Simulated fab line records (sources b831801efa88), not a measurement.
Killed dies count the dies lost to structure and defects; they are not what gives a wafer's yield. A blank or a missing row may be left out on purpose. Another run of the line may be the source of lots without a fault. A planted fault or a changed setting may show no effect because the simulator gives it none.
The tool behind it: which one?    flow sky130    14 lots, 42 wafers sampled, at 6 steps of a route of 708

WHAT EACH GAUGE READ, for each wafer
SKY_VT_ADJUST_PCH_TW_MEAS_10. Usual: VT_ADJUST_PCH_TW typically reads 142.4, with standard deviation 0.67.
lot   measured      on            VT_ADJUST_PCH_TW   flag
L129  day 10 22:58  filmMetro-03  143.1 142.3 142.5  
L131  day 11 10:34  filmMetro-01  141.3 141.8 143.0  
L132  day 11 17:41  filmMetro-04  142.0 142.6 141.7  
L133  day 12 04:40  filmMetro-03  142.3 142.1 142.4  
L134  day 12 10:52  filmMetro-03  143.1 142.1 142.3  
L135  day 12 17:25  filmMetro-01  142.9 142.5 142.0  
L136  day 12 23:52  filmMetro-03  142.6 142.9 142.9  
L144  day 15 13:04  filmMetro-03  142.9 142.6 142.6  
L145  day 15 21:05  filmMetro-03  142.7 141.7 142.2  
L146  day 15 22:50  filmMetro-04  142.5 143.1 143.1  
L147  day 16 06:25  filmMetro-01  143.3 143.0 141.8  
L148  day 16 21:49  filmMetro-03  142.8 142.8 142.2  
L149  day 17 09:34  filmMetro-01  141.4 141.3 141.7  
L151  day 18 01:18  filmMetro-04  144.0 143.5 142.7  

SKY_LDD_N_TW_MEAS_17. Usual: LDD_N_TW typically reads 2582, with standard deviation 12.
lot   measured      on            LDD_N_TW        flag
L129  day 18 09:07  filmMetro-03  2585 2595 2593  
L131  day 19 18:16  filmMetro-01  2580 2566 2576  
L132  day 19 21:59  filmMetro-02  2570 2577 2605  
L133  day 19 17:31  filmMetro-01  2579 2581 2599  
L134  day 20 08:10  filmMetro-02  2573 2574 2575  
L135  day 20 13:52  filmMetro-02  2430 2431 2443  OFF
L136  day 20 20:53  filmMetro-01  2428 2421 2428  OFF
L144  day 23 17:37  filmMetro-01  2561 2571 2579  
L145  day 24 05:31  filmMetro-01  2558 2561 2567  
L146  day 24 04:57  filmMetro-02  2577 2584 2566  
L147  day 24 11:06  filmMetro-02  2574 2586 2580  
L148  day 25 06:25  filmMetro-01  2606 2588 2597  
L149  day 25 17:30  filmMetro-02  2588 2594 2598  
L151  day 26 10:06  filmMetro-01  2600 2591 2590  

SKY_POLY_CUT_OVL_MEAS_09. Usual: POLY_CUT_OVL typically reads 0 nm, with standard deviation 5.3.
lot   measured      on          POLY_CUT_OVL (nm)  flag
L129  day 24 19:20  overlay-01  8 -1 0             
L131  day 26 07:05  overlay-02  -2 0 -3            
L132  day 26 07:26  overlay-02  -4 6 -4            
L133  day 26 03:38  overlay-02  -4 -13 -9          
L134  day 26 16:29  overlay-02  -3 -2 1            
L144  day 29 22:05  overlay-01  4 -4 4             
L145  day 30 09:20  overlay-01  3 -1 3             
L146  day 30 07:53  overlay-02  -3 -5 1            
L147  day 30 11:37  overlay-01  0 8 0              
L148  day 31 08:03  overlay-02  3 5 0              
L149  day 31 17:22  overlay-02  10 8 9             
L151  day 32 09:08  overlay-01  -8 0 -1            

SKY_LOCAL_INTERCONNECT_CD_MEAS_11: target cd 170 nm. Usual: cdNm at 170.1 nm, with a standard deviation of 1.4.
lot   measured      on        cdNm (nm)          flag
L129  day 30 21:55  cdSem-01  171.1 170.5 171.4  
L131  day 32 06:04  cdSem-01  168.8 169.0 168.9  
L132  day 32 06:55  cdSem-01  170.1 171.6 170.8  
L133  day 32 03:58  cdSem-02  170.6 171.1 168.6  
L134  day 32 17:10  cdSem-01  173.4 171.4 172.5  
L144  day 35 16:01  cdSem-02  170.4 170.5 169.0  
L145  day 36 02:13  cdSem-01  167.6 169.2 170.3  
L146  day 36 01:04  cdSem-01  168.4 170.5 170.8  
L147  day 36 05:44  cdSem-02  171.8 170.6 171.9  
L148  day 36 23:55  cdSem-01  169.5 170.0 170.6  
L149  day 37 10:02  cdSem-02  168.9 167.9 171.1  
L151  day 38 01:08  cdSem-01  169.0 168.9 168.3  

EACH LOT AND THE TOOL THAT RAN IT (in order: tool; ch and the chambers of the sampled wafers; start)
lot   SKY_LDD_N_IMPLANT_08             SKY_LDD_N_STRIP_16
L129  implanter-04 ch 0, day 18 07:49  plasmaAsher-03 ch 0,1, day 18 09:01
L131  implanter-02 ch 0, day 19 16:58  plasmaAsher-01 ch 0,1, day 19 18:10
L132  implanter-03 ch 0, day 19 20:43  plasmaAsher-03 ch 0,1, day 19 21:54
L133  implanter-03 ch 0, day 19 16:13  plasmaAsher-01 ch 0,1, day 19 17:25
L134  implanter-03 ch 0, day 20 06:52  plasmaAsher-01 ch 0,1, day 20 08:04
L135  implanter-03, day 20 12:34       plasmaAsher-01 ch 0,1, day 20 13:46
L136  implanter-04, day 20 19:35       plasmaAsher-03 ch 0,1, day 20 20:46
L144  implanter-04 ch 0, day 23 16:19  plasmaAsher-04 ch 0,1, day 23 17:31
L145  implanter-03 ch 0, day 24 04:13  plasmaAsher-03 ch 0,1, day 24 05:25
L146  implanter-04 ch 0, day 24 02:37  plasmaAsher-04 ch 0,1, day 24 04:51
L147  implanter-04 ch 0, day 24 09:49  plasmaAsher-04 ch 0,1, day 24 10:59
L148  implanter-03 ch 0, day 25 05:08  plasmaAsher-04 ch 0,1, day 25 06:20
L149  implanter-03 ch 0, day 25 16:13  plasmaAsher-04 ch 0,1, day 25 17:23
L151  implanter-04 ch 0, day 26 08:49  plasmaAsher-01 ch 0,1, day 26 09:59
- SKY_LDD_N_IMPLANT_08
- SKY_LDD_N_STRIP_16: strips in O2/N2.

AS READ BY THE TOOLS THEMSELVES (means over the sampled wafers that have a number; for cases with no such wafer, the mark the record gives instead)
SKY_LDD_N_IMPLANT_08. Usual: beamEnergyKeV 20.001, standard deviation 0.0055; beamOnS 9.98 s, standard deviation 0.23.
lot   tool          beamEnergyKeV  beamOnS (s)  flag
L129  implanter-04  20.007         9.84         
L131  implanter-02  19.995         10.09        
L132  implanter-03  19.999         9.88         
L133  implanter-03  19.998         9.92         
L134  implanter-03  20.002         9.98         
L135  implanter-03  -              -            OFF
L136  implanter-04  -              -            OFF
L144  implanter-04  19.998         9.79         
L145  implanter-03  20.004         9.76         
L146  implanter-04  20.002         10.10        
L147  implanter-04  20.004         9.95         
L148  implanter-03  20.004         9.87         
L149  implanter-03  20.001         9.81         
L151  implanter-04  20.004         10.04        

SKY_LDD_N_STRIP_16. Usual: drypumpMotorCurrentA 5.3 A, standard deviation 0.38; oesProductAu 0.406 a.u., standard deviation 0.0046; stripTimeToEndpointS 4.319 s, standard deviation 0.015.
lot   tool            drypumpMotorCurrentA (A)  oesProductAu (a.u.)  stripTimeToEndpointS (s)  flag
L129  plasmaAsher-03  5.4                       0.405                4.315                     
L131  plasmaAsher-01  5.0                       0.404                4.306                     
L132  plasmaAsher-03  5.4                       0.410                4.325                     
L133  plasmaAsher-01  5.0                       0.403                4.330                     
L134  plasmaAsher-01  5.1                       0.404                4.299                     
L135  plasmaAsher-01  5.0                       0.410                4.132                     OFF
L136  plasmaAsher-03  5.4                       0.408                4.142                     OFF
L144  plasmaAsher-04  5.6                       0.409                4.296                     
L145  plasmaAsher-03  5.4                       0.409                4.313                     
L146  plasmaAsher-04  5.5                       0.403                4.306                     
L147  plasmaAsher-04  5.1                       0.410                4.308                     
L148  plasmaAsher-04  5.1                       0.408                4.341                     
L149  plasmaAsher-04  5.5                       0.408                4.318                     
L151  plasmaAsher-01  5.0                       0.408                4.346                     

THE ANSWER, worked out from the rows above alone
Rule: a lot is off if the mean of its wafers that have a number lies more than 3 standard deviations from the usual mean. A lot without any number at a reading at which 4 lots or more have one is off too. All remaining lots with rows at the step are treated as sound. The gauges are gone through in route order, then the tools' own readings, and for those a lot's mean is taken as printed above. The first step at which some lot is off is used, and at that step the reading that is off furthest; a lot without a number counts as furthest.
Off: L135, L136, at SKY_LDD_N_TW_MEAS_17 (LDD_N_TW).
A tool fits if, at a process step before that reading, it ran every lot that is off, and no sound lot after the first of them. Not tried: the gauges at SKY_LDD_N_TW_MEAS_17; whatever is off there is also off at SKY_LDD_N_IMPLANT_08, on other tools, and gauge error can't account for it. None of those tried fits.

WHAT THE SIMULATOR HAD PUT IN
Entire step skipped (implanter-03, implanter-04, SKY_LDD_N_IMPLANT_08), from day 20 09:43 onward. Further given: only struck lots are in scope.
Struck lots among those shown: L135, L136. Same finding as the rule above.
